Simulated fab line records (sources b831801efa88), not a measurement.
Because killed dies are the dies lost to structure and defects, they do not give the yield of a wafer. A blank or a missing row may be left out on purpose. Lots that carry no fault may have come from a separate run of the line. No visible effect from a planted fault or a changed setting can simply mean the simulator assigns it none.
What tool caused it? | flow gf180mcu | 10 lots, 30 wafers sampled, at 5 steps of a route of 602

== WHAT THE GAUGES SHOWED, per wafer ==
The record holds no reading of a measuring or inspecting step that can be judged against a usual standard deviation.

== TOOL THAT RAN EACH LOT (tool first, then ch and the chambers of the sampled wafers, then the start) ==
lot  | GF_V1_SPUTTER_22             | GF_M2_SPUTTER_01             | GF_V2_STRIP_18                       | GF_M3_METAL_ETCH_16               | GF_M3_STRIP_17
L649 | pvd sputter-04, day 19 04:02 | pvd sputter-01, day 19 04:47 | plasma asher-02 ch 0,1, day 21 07:11 | rie metal-02 ch 1, day 22 09:17   | plasma asher-02 ch 0,1, day 22 09:28
L652 | pvd sputter-04, day 22 05:36 | pvd sputter-02, day 22 06:20 | plasma asher-02 ch 0,1, day 24 04:33 | rie metal-02 ch 0,1, day 25 03:02 | plasma asher-03 ch 0,1, day 25 03:09
L655 | pvd sputter-04, day 22 11:35 | pvd sputter-03, day 22 12:20 | plasma asher-02 ch 0,1, day 24 11:01 | rie metal-02 ch 0,1, day 25 09:33 | plasma asher-03 ch 0,1, day 25 09:40
L657 | pvd sputter-04, day 23 01:58 | pvd sputter-01, day 23 02:41 | plasma asher-03 ch 0,1, day 25 00:14 | rie metal-02 ch 0,1, day 25 22:58 | plasma asher-02 ch 0,1, day 25 23:04
L658 | pvd sputter-02, day 23 22:10 | pvd sputter-03, day 23 22:53 | plasma asher-03 ch 0,1, day 25 20:10 | rie metal-02 ch 0,1, day 26 17:11 | plasma asher-01 ch 0,1, day 26 17:18
L661 | pvd sputter-04, day 24 17:47 | pvd sputter-03, day 24 18:31 | plasma asher-02 ch 0,1, day 26 13:17 | rie metal-01 ch 0, day 27 10:37   | plasma asher-01 ch 0,1, day 27 10:48
L664 | pvd sputter-04, day 25 18:28 | pvd sputter-03, day 25 19:11 | plasma asher-04 ch 0, day 27 13:25   | rie metal-03 ch 0,1, day 28 09:47 | plasma asher-03 ch 0,1, day 28 09:54
L663 | pvd sputter-04, day 25 20:09 | pvd sputter-01, day 25 20:53 | plasma asher-02 ch 0,1, day 27 13:46 | rie metal-01 ch 0,1, day 28 09:57 | plasma asher-02 ch 0,1, day 28 10:04
L665 | pvd sputter-04, day 26 03:36 | pvd sputter-01, day 26 04:20 | plasma asher-03 ch 0,1, day 27 22:02 | rie metal-03 ch 0,1, day 28 18:12 | plasma asher-02 ch 0,1, day 28 18:19
L667 | pvd sputter-03, day 26 14:02 | pvd sputter-03, day 26 15:17 | plasma asher-02 ch 0,1, day 28 08:38 | rie metal-02 ch 0,1, day 29 05:00 | plasma asher-01 ch 0, day 29 05:07
- GF_V1_SPUTTER_22: material TiN, target thk 10 nm, time 40 s.
- GF_M2_SPUTTER_01: material TiN, target thk 30 nm, time 25 s.
- GF_V2_STRIP_18: strips in O2/N2.
- GF_M3_METAL_ETCH_16: etches the open film in Cl2/BCl3, stops on SiO2, target depth 627.5 nm, time 104.6 s.
- GF_M3_STRIP_17: strips in O2/N2.

== AS READ BY THE TOOLS THEMSELVES (means over the sampled wafers that have a number; for cases with no such wafer, the mark the record gives instead) ==
GF_V1_SPUTTER_22. Usual: cathode dc power W 4000.1 W, standard deviation 0.72; throttle valve pct 30.3 %, standard deviation 0.72.
lot  | tool           | cathode dc power W (W) | throttle valve pct (%) | flag
L649 | pvd sputter-04 | 4000.3                 | 31.0                   |
L652 | pvd sputter-04 | 3999.6                 | 30.5                   |
L655 | pvd sputter-04 | 4000.5                 | 30.1                   |
L657 | pvd sputter-04 | 4000.2                 | 30.6                   |
L658 | pvd sputter-02 | 4000.0                 | 29.8                   |
L661 | pvd sputter-04 | 4000.0                 | 30.1                   |
L664 | pvd sputter-04 | 3999.9                 | 30.3                   |
L663 | pvd sputter-04 | 3998.7                 | 30.7                   |
L665 | pvd sputter-04 | 4000.2                 | 30.6                   |
L667 | pvd sputter-03 | 3999.9                 | 30.6                   |

GF_M2_SPUTTER_01. Usual: cathode dc power W 6499.9 W, standard deviation 1.2; throttle valve pct 29.8 %, standard deviation 0.79.
lot  | tool           | cathode dc power W (W) | throttle valve pct (%) | flag
L649 | pvd sputter-01 | 6499.2                 | 29.4                   |
L652 | pvd sputter-02 | 6500.7                 | 29.6                   |
L655 | pvd sputter-03 | 6498.9                 | 30.2                   |
L657 | pvd sputter-01 | 6501.0                 | 29.3                   |
L658 | pvd sputter-03 | 6499.7                 | 30.2                   |
L661 | pvd sputter-03 | 6500.2                 | 30.8                   |
L664 | pvd sputter-03 | 6499.9                 | 30.0                   |
L663 | pvd sputter-01 | 6500.4                 | 29.5                   |
L665 | pvd sputter-01 | 6499.6                 | 29.3                   |
L667 | pvd sputter-03 | 6500.3                 | 29.4                   |

GF_V2_STRIP_18. Usual: drypump motor current A 5.7 A, standard deviation 0.33; heater power w 311 W, standard deviation 34; n2 flow sccm 299.9 sccm, standard deviation 0.93; oes product au 0.592 a.u., standard deviation 0.0049.
lot  | tool            | drypump motor current A (A) | heater power w (W) | n2 flow sccm (sccm) | oes product au (a.u.) | flag
L649 | plasma asher-02 | 6.0                         | 312                | 299.6               | 0.586                 |
L652 | plasma asher-02 | 6.0                         | 322                | 300.8               | 0.596                 |
L655 | plasma asher-02 | 6.0                         | 316                | 300.2               | 0.591                 |
L657 | plasma asher-03 | 5.6                         | 258                | 299.7               | 0.589                 |
L658 | plasma asher-03 | 5.5                         | 260                | 299.1               | 0.592                 |
L661 | plasma asher-02 | 6.0                         | 321                | 299.6               | 0.587                 |
L664 | plasma asher-04 | 5.2                         | 367                | 299.9               | 0.594                 |
L663 | plasma asher-02 | 6.0                         | 309                | 300.3               | 0.590                 |
L665 | plasma asher-03 | 5.6                         | 258                | 299.3               | 0.594                 |
L667 | plasma asher-02 | 6.0                         | 323                | 300.1               | 0.593                 |

GF_M3_METAL_ETCH_16. Usual: bias w 140.0 W, standard deviation 0.37; drypump motor current A 6.0 A, standard deviation 0.48; he backside leak sccm 3.33 sccm, standard deviation 0.3; oes product au 0.971 a.u., standard deviation 0.0067; throttle valve pct 28.251 %, standard deviation 0.01.
lot  | tool         | bias w (W) | drypump motor current A (A) | he backside leak sccm (sccm) | oes product au (a.u.) | throttle valve pct (%) | flag
L649 | rie metal-02 | 139.9      | 6.4                         | 3.16                         | 0.967                 | 28.249                 |
L652 | rie metal-02 | 140.1      | 6.4                         | 3.30                         | 0.962                 | 28.255                 |
L655 | rie metal-02 | 139.6      | 6.4                         | 3.86                         | 0.965                 | 28.254                 |
L657 | rie metal-02 | 179.3      | 6.4                         | 3.29                         | 0.965                 | 28.263                 | OFF
L658 | rie metal-02 | 179.2      | 6.4                         | 3.39                         | 0.971                 | 28.256                 | OFF
L661 | rie metal-01 | 140.1      | 6.3                         | 3.87                         | 0.977                 | 28.245                 |
L664 | rie metal-03 | 140.3      | 5.8                         | 3.26                         | 0.974                 | 28.247                 |
L663 | rie metal-01 | 140.2      | 5.4                         | 3.48                         | 0.968                 | 28.256                 |
L665 | rie metal-03 | 139.7      | 5.9                         | 3.31                         | 0.966                 | 28.251                 |
L667 | rie metal-02 | 140.1      | 6.4                         | 3.20                         | 0.969                 | 28.250                 |

GF_M3_STRIP_17. Usual: drypump motor current A 5.83 A, standard deviation 0.28; heater power w 305 W, standard deviation 29; n2 flow sccm 300.0 sccm, standard deviation 0.96; oes product au 0.557 a.u., standard deviation 0.0054; strip time to endpoint s 7.85 s, standard deviation 0.057.
lot  | tool            | drypump motor current A (A) | heater power w (W) | n2 flow sccm (sccm) | oes product au (a.u.) | strip time to endpoint s (s) | flag
L649 | plasma asher-02 | 6.04                        | 323                | 300.1               | 0.560                 | 7.89                         |
L652 | plasma asher-03 | 5.69                        | 257                | 300.1               | 0.563                 | 7.85                         |
L655 | plasma asher-03 | 5.64                        | 258                | 301.0               | 0.558                 | 7.86                         |
L657 | plasma asher-02 | 5.94                        | 310                | 299.4               | 0.548                 | 7.72                         |
L658 | plasma asher-01 | 5.80                        | 319                | 301.1               | 0.554                 | 7.67                         | OFF
L661 | plasma asher-01 | 5.79                        | 316                | 299.0               | 0.556                 | 7.82                         |
L664 | plasma asher-03 | 5.49                        | 263                | 299.6               | 0.556                 | 7.87                         |
L663 | plasma asher-02 | 5.96                        | 318                | 301.1               | 0.554                 | 7.84                         |
L665 | plasma asher-02 | 6.05                        | 324                | 300.3               | 0.559                 | 7.93                         |
L667 | plasma asher-01 | 5.39                        | 335                | 298.8               | 0.555                 | 7.86                         |

== THE ANSWER, worked out from the rows above alone ==
Rule: a lot is off if the mean of its wafers that have a number lies more than 3 standard deviations from the usual mean. Also off: a lot with no number at a reading for which 4 or more lots have one. Where the step has rows for the other lots, those lots are counted as sound. First the gauges in route order, then the tools' own readings, where a lot's mean is used as printed above. At the first step where some lot is off, the reading lying furthest off is the one used; lots without a number count as furthest.
Off: L657, L658, at GF_M3_METAL_ETCH_16 (bias w).
A tool fits if, at that step or a process step before it, it ran every lot that is off, and no sound lot after the first of them. Not one of the candidates tried fits.

== WHAT HAD BEEN PUT IN BY THE SIMULATOR ==
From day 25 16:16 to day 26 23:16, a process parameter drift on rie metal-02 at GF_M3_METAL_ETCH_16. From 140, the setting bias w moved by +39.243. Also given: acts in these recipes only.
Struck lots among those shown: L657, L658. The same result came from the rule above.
